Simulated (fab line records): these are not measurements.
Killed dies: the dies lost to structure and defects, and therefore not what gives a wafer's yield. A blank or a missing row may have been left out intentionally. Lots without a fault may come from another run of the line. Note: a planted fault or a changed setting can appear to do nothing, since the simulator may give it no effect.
Chamber matching    flow gf180mcu    4 sister chambers for GF_PASSIVATION_ETCH_11 on rieDiel-02
The step etches the open film in CF4/O2, stops on TiN, target depth 2040 nm, time 453.3 s. 8 wafers are shown with their chamber, then 9 later ones without.

WAFERS WITH THEIR CHAMBER
wafer   chamber  oesProductAu (a.u.)  throttleValvePct (%)
L077.6  0        0.993                5.988
L081.1  1        0.993                5.966
L082.3  2        0.989                5.974
L082.5  2        0.984                5.971
L082.6  1        0.992                5.980
L090.1  0        0.990                5.977
L090.4  3        0.987                5.960
L090.5  3        0.981                5.976

WAFERS WHOSE CHAMBER IS MISSING
wafer   oesProductAu (a.u.)  throttleValvePct (%)
L092.3  0.985                5.973
L092.4  0.987                5.970
L092.6  0.987                5.962
L094.1  0.991                5.976
L094.4  0.990                5.971
L094.5  0.994                5.954
L095.2  0.981                5.961
L095.4  0.990                5.969
L095.5  0.992                5.968

CHAMBER TAKEN BY EACH
wafer   from the rows above                in truth
L092.3  can't be placed: 2 or 3 or 0       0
L092.4  can't be placed: 2 or 3 or 1 or 0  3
L092.6  can't be placed: 3 or 2 or 1 or 0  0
L094.1  can't be placed: 1 or 0 or 2 or 3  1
L094.4  can't be placed: 1 or 2 or 0 or 3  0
L094.5  can't be placed: 1 or 2 or 0 or 3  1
L095.2  can't be placed: 3 or 2            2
L095.4  can't be placed: 1 or 2 or 0 or 3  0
L095.5  can't be placed: 1 or 0 or 2       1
Placed correctly: 0 of 9. These rows do not allow placing 9 (true chamber among the candidates in 9). 0 placed wrongly.
How it was worked out, from the rows above alone: a wafer's distance from a chamber is the root of the sum, over the readings, of the square of ((its reading less the chamber's mean) divided by the reading's scatter). The wafer belongs to the nearest chamber; if the next one is less than 2 further off, it can't be placed. Each chamber's mean is taken over the wafers shown for it. The scatter: take each reading less its chamber's mean, square it, sum over the shown wafers, divide by the number of wafers less the number of chambers, and take the root.
